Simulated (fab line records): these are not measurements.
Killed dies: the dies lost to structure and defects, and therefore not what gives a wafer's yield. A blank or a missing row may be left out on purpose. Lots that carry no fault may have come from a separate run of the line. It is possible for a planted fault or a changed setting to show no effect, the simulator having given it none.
A lot that was struck, set against a sound lot || flow sky130 || 17 steps out of a route of 708
Sound: these wafers, L489.3, L489.5, L489.6. Wafers struck: L482.1, L482.4, L482.5. The cause is given at the end.
Per side, at each step with rows, come the tool, then ch with its chambers, and then its first start. Under that, the readings that differ: sound wafers || struck wafers || difference of the means || sigmas: that difference in standard deviations of wafers without a fault.
alike: readings with means less than 2 such deviations apart, plus words and numbers identical on both sides. not compared: withheld readings, readings lacking a value on some wafer, bounds such as >300 that could conceal the same value, and numbers that have no deviation in the record and whose values overlap.
The two part at a step that has a row with sigmas, a row that says differs or no value, or rows on one side only. Numbers that have no deviation but don't overlap get no sigmas and don't part them. A reading that every wafer of one side lacks parts them only if that side has two wafers or more.

SKY_VT_ADJUST_HVTP_OVL_MEAS_08:
  struck on overlay-02, day 9 19:02; sound on overlay-01, day 11 19:14
  alike: VT_ADJUST_HVTP_OVL
following that, these wafers have no rows for 1 step: SKY_VT_ADJUST_HVTP_IMPLANT_09.
SKY_VT_ADJUST_HVTP_STRIP_10: strips in O2/N2.
  sound on plasma_asher-02 ch 0,1, day 11 19:26; struck on plasma_asher-01 ch 0, day 9 19:13
  alike: drypump_motor_current_A, oes_product_au, strip_time_to_endpoint_s
  not compared: rf_hours_counter_h
SKY_VT_ADJUST_HVTP_TW_MEAS_11:
  struck on film_metro-01, day 9 19:19; sound on film_metro-03, day 11 19:31
{"reading": "VT_ADJUST_HVTP_TW", "sound": "1331 1336 1334", "struck": "1385 1380 1391", "difference": "+52", "sigmas": "+3"}
then, 7 steps without rows for these wafers: SKY_VT_ADJUST_LVTN_DEHYDRATE_00 (time 60 s); SKY_VT_ADJUST_LVTN_HMDS_01 (prime time 60 s); SKY_VT_ADJUST_LVTN_COAT_02 (resist thk 3000 nm); SKY_VT_ADJUST_LVTN_SOFTBAKE_03; SKY_VT_ADJUST_LVTN_EXPOSE_04 (exposes mask NWM COMPLEMENT LESS NATIVE, target cd 840 nm); SKY_VT_ADJUST_LVTN_PEB_05; SKY_VT_ADJUST_LVTN_DEVELOP_06 (develop time 60 s).
SKY_VT_ADJUST_LVTN_OVL_MEAS_07:
  struck on overlay-01, day 10 17:42; sound on overlay-01, day 12 19:47
  alike: VT_ADJUST_LVTN_OVL
SKY_VT_ADJUST_LVTN_IMPLANT_08:
  sound on implanter-04 ch 0, day 12 19:51; struck on implanter-02 ch 0, day 10 17:44
{"reading": "dose_ions_cm2", "sound": "1.569e+12 1.57e+12 1.5708e+12", "struck": "2.4034e+12 2.4025e+12 2.3993e+12", "difference": "+8.3180e+11", "sigmas": "+99 or more"}
{"reading": "faraday_current_uA", "sound": "8.92 8.78 9.00", "struck": "13.77 13.91 13.23", "difference": "+4.74", "sigmas": "+30"}
SKY_VT_ADJUST_LVTN_STRIP_09: strips in O2/N2.
  sound on plasma_asher-01 ch 0,1, day 12 19:59; struck on plasma_asher-03 ch 0,1, day 10 17:53
  alike: drypump_motor_current_A, oes_product_au, strip_time_to_endpoint_s
  not compared: rf_hours_counter_h
SKY_VT_ADJUST_LVTN_TW_MEAS_10:
  struck on film_metro-01, day 10 17:59; sound on film_metro-02, day 12 20:04
{"reading": "VT_ADJUST_LVTN_TW", "sound": "241.1 240.6 240.6", "struck": "274.5 274.6 274.9", "difference": "+33.9", "sigmas": "+16"}
then, 1 step without rows for these wafers: SKY_VT_ADJUST_LVTN_DEHYDRATE_11 (time 60 s).
-- a jump in the record: the struck wafers' starts before and after are 39 days apart (it breaks off in module VT_ADJUST_LVTN and resumes in module PAD_OPEN, where the first step shown is number 708 of the route) --
SKY_PAD_OPEN_PROBE_99:
  struck on prober-01, day 49 15:31; sound on prober-01, day 50 20:35
{"reading": "model.etest.nfet_01v8_lvt.drive_ua_um", "sound": "555.2 562.6 547.9", "struck": "532 544.7 527.6", "difference": -20, "sigmas": ""}
{"reading": "model.etest.nfet_01v8_lvt.vt_sat_v (V)", "sound": "0.5404 0.5374 0.5471", "struck": "0.5749 0.5653 0.571", "difference": "+0.0288", "sigmas": ""}
{"reading": "model.etest.nfet_01v8_lvt.vt_v (V)", "sound": "0.6133 0.6154 0.6203", "struck": "0.6354 0.6303 0.6346", "difference": "+0.0171", "sigmas": ""}
{"reading": "model.etest.nfet_01v8_turned.vt_sat_v (V)", "sound": "0.6619 0.657 0.6659", "struck": "0.6792 0.6668 0.6786", "difference": "+0.0133", "sigmas": ""}
{"reading": "model.etest.nfet_01v8_lvt.vt_long_v (V)", "sound": "0.4542 0.4496 0.4514", "struck": "0.4596 0.4572 0.46", "difference": "+0.0072", "sigmas": ""}
{"reading": "model.etest.nfet_01v8_swapped.vt_sat_v (V)", "sound": "0.6623 0.6548 0.666", "struck": "0.6814 0.6678 0.6762", "difference": "+0.0141", "sigmas": ""}
{"reading": "model.etest.nfet_01v8_turned.vt_v (V)", "sound": "0.7138 0.7102 0.7145", "struck": "0.725 0.7146 0.7258", "difference": "+0.009", "sigmas": ""}
  alike: killed_at_M0_to_M3, killed_at_M4_up, killed_at_contacts, killed_at_front_end, killed_at_other, killed_dies, killed_open, killed_short
  not compared: model.etest.nfet_01v8.vt_sat_v

## WHERE THEY PART
At SKY_VT_ADJUST_HVTP_TW_MEAS_11 first; at SKY_VT_ADJUST_LVTN_TW_MEAS_10 last (within this record only). Later steps at which nothing parts them and some readings are alike: SKY_PAD_OPEN_PROBE_99.

WHY: the cause the simulator had injected
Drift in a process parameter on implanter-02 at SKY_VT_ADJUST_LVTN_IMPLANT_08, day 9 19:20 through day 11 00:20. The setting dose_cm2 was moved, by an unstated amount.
